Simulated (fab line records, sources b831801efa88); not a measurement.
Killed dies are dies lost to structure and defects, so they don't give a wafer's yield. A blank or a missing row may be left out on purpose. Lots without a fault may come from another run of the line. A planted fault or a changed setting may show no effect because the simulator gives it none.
A struck lot beside a sound one | flow sky130 | 32 steps out of a route of 708
Sound: wafers L710.2, L710.3, L710.6. Struck: wafer L725.3. (L725.2, L725.4 of the same lot were not struck and are left out.) The cause comes at the end.
At each step with rows: each side's tool, then ch and its chambers, then its first start. Under that, the readings that differ: sound wafers | struck wafers | difference of the means | sigmas: that difference in standard deviations of wafers without a fault.
alike: readings whose means differ by less than 2 such deviations, and words and numbers that are the same on both sides. not compared: withheld readings, readings that some wafer has no value for, bounds like >300 that may hide the same value, and numbers for which the record gives no deviation and whose values overlap.
The two part at a step that has a row with sigmas, a row that says differs or no value, or rows on one side only. Numbers that don't overlap but have no deviation are shown without sigmas and don't part them. A reading that every wafer of one side lacks parts them only if that side has two wafers or more.

SKY_VIA1_ETCH_15: etches SiO2 in C4F8/O2/Ar, stops on TiN, target depth 351 nm, time 54 s.
  sound on rie_diel-02 ch 0,1,2, day 34 19:52; struck on rie_diel-02 ch 2, day 39 14:31
  reading               | sound             | struck | difference | sigmas
  oes_product_au (a.u.) | 0.987 0.983 0.988 | 0.974  | -0.012     | -2
  rf_fwd_power_W (W)    | 1479 1478 1487    | 1495   | +14        | +2
  alike: bias_w
  not compared: rf_hours_counter_h
then, 6 steps without rows for these wafers: SKY_VIA1_STRIP_16 (strips in O2/N2); SKY_VIA1_STRIP_17 (strips in post etch residue remover, time 1200 s); SKY_VIA1_CLEAN_18 (cleans in IPA, time 180 s); SKY_VIA1_CLEAN_19 (cleans in O3/DIW); SKY_VIA1_SPUTTER_20 (material TiN, target thk 20 nm, time 80 s); SKY_VIA1_CVD_21 (deposits W, target thk 270 nm, time 80.902 s).
SKY_VIA1_RS_MEAS_22: measures by four-point-probe.
  sound on film_metro-04, day 34 20:50; struck on film_metro-03, day 39 15:20
  reading            | sound             | struck | difference | sigmas
  VIA1_W_RS (ohm/sq) | 0.438 0.430 0.432 | 0.423  | -0.010     | -2
SKY_VIA1_THK_MEAS_23: measures by xrf.
  sound on film_metro-04, day 34 20:56; struck on film_metro-03, day 39 15:26
  reading         | sound       | struck | difference | sigmas
  VIA1_W_THK (nm) | 255 261 260 | 272    | +13        | +3
SKY_VIA1_CMP_24: polishes, stops on SiO2, t overpolish 15 s, target thk 0 nm.
  sound on cmp-01 ch 0,2, day 34 20:59; struck on cmp-01 ch 1, day 39 15:32
  alike: motor_current_A, overpolish_run_s, time_to_endpoint_s
then, 2 steps without rows for these wafers: SKY_METAL2_SPUTTER_00 (material Ti, target thk 15 nm, time 10 s); SKY_METAL2_SPUTTER_01 (material TiN, target thk 20 nm, time 16.7 s).
SKY_METAL2_SPUTTER_02: material AlCu, target thk 250 nm, time 13.3 s.
  sound on pvd_sputter-01, day 34 21:20; struck on pvd_sputter-02, day 39 15:50
  reading                                     | sound             | struck | difference | sigmas
  model.AlCu_of_METAL2_SPUTTER_02.thk_nm (nm) | 252.7 251.8 253.3 | 242.5  | -10.1      |
  alike: throttle_valve_pct
then, 1 step without rows for these wafers: SKY_METAL2_SPUTTER_03 (material Ti, target thk 5 nm, time 3.3 s).
SKY_METAL2_SPUTTER_04: material TiN, target thk 70 nm, time 58.3 s.
  sound on pvd_sputter-01, day 34 21:23; struck on pvd_sputter-02, day 39 15:53
  alike: throttle_valve_pct
SKY_METAL2_RS_MEAS_05: measures by four-point-probe.
  sound on film_metro-03, day 34 21:27; struck on film_metro-02, day 39 15:57
  reading                 | sound                | struck | difference | sigmas
  METAL2_ALCU_RS (ohm/sq) | 0.1254 0.1259 0.1252 | 0.1306 | +0.0051    | +3
SKY_METAL2_THK_MEAS_06: measures by xrf.
  sound on film_metro-03, day 34 21:34; struck on film_metro-02, day 39 16:04
  reading              | sound       | struck | difference | sigmas
  METAL2_ALCU_THK (nm) | 255 254 257 | 245    | -10        | -3
then, 8 steps without rows for these wafers: SKY_METAL2_DEHYDRATE_07 (time 60 s); SKY_METAL2_HMDS_08 (prime time 60 s); SKY_METAL2_COAT_09 (resist thk 60 nm); SKY_METAL2_COAT_10 (resist thk 450 nm); SKY_METAL2_SOFTBAKE_11 (time 90 s); SKY_METAL2_EXPOSE_12 (exposes mask MM2, target cd 140 nm); SKY_METAL2_PEB_13; SKY_METAL2_DEVELOP_14 (develop time 60 s).
SKY_METAL2_CD_MEAS_15: target cd 140 nm.
  sound on cd_sem-01, day 36 00:30; struck on cd_sem-01, day 40 16:05
  alike: cd_nm
SKY_METAL2_OVL_MEAS_16:
  sound on overlay-02, day 36 00:37; struck on overlay-01, day 40 16:11
  alike: METAL2_OVL
SKY_METAL2_DESCUM_17: chemistry O2, time 8 s.
  sound on rie_metal-02 ch 0,1, day 36 00:38; struck on rie_metal-04 ch 1, day 40 16:13
  alike: drypump_motor_current_A, oes_product_au, rf_fwd_power_W
  not compared: rf_hours_counter_h
SKY_METAL2_ETCH_18: etches BARC in N2/H2, stops on SiO2, time 45.9 s, target depth 60 nm.
  sound on rie_metal-02 ch 0,1, day 36 00:40; struck on rie_metal-04 ch 1, day 40 16:15
  reading    | sound           | struck | difference | sigmas
  bias_w (W) | 99.6 100.4 99.8 | 100.8  | +0.9       | +3
  alike: drypump_motor_current_A, h2_flow_sccm, oes_product_au, rf_fwd_power_W, throttle_valve_pct
  not compared: rf_hours_counter_h
SKY_METAL2_METAL_ETCH_19: etches the open film in Cl2/BCl3, stops on SiO2, target depth 360 nm, time 78 s.
  sound on rie_metal-02 ch 0,1, day 36 00:44; struck on rie_metal-04 ch 1, day 40 16:19
  reading                            | sound             | struck | difference | sigmas
  model.etch.depth_nm (nm)           | 363.2 362.2 363.7 | 353.8  | -9.2       |
  model.METAL2.feature_depth_nm (nm) | 363.2 362.2 363.7 | 353.8  | -9.2       |
  alike: bias_w, drypump_motor_current_A, oes_product_au, rf_fwd_power_W, throttle_valve_pct
  not compared: rf_hours_counter_h
then, 1 step without rows for these wafers: SKY_METAL2_STRIP_20 (strips in O2/N2).
-- the record jumps here: 9 days lie between the struck wafers' starts before and after (it left off in module METAL2 and takes up again in module PAD_OPEN, whose first step shown is number 708 of the route) --
SKY_PAD_OPEN_PROBE_99:
  sound on prober-01, day 46 12:12; struck on prober-02, day 49 22:51
  alike: defect_limited_yield, killed_at_M0_to_M3, killed_at_M4_up, killed_at_contacts, killed_at_front_end, killed_at_other, killed_dies, killed_open, killed_short, sort_bin_3_pad_short, sort_bin_5_function, sort_bin_6_memory, sort_n_pass, sort_yield_pct

WHERE THEY PART
First at SKY_VIA1_ETCH_15; last, within this record, at SKY_METAL2_ETCH_18. Later steps at which nothing parts them and some readings are alike: SKY_METAL2_METAL_ETCH_19, SKY_PAD_OPEN_PROBE_99.

WHY: what the simulator had put in
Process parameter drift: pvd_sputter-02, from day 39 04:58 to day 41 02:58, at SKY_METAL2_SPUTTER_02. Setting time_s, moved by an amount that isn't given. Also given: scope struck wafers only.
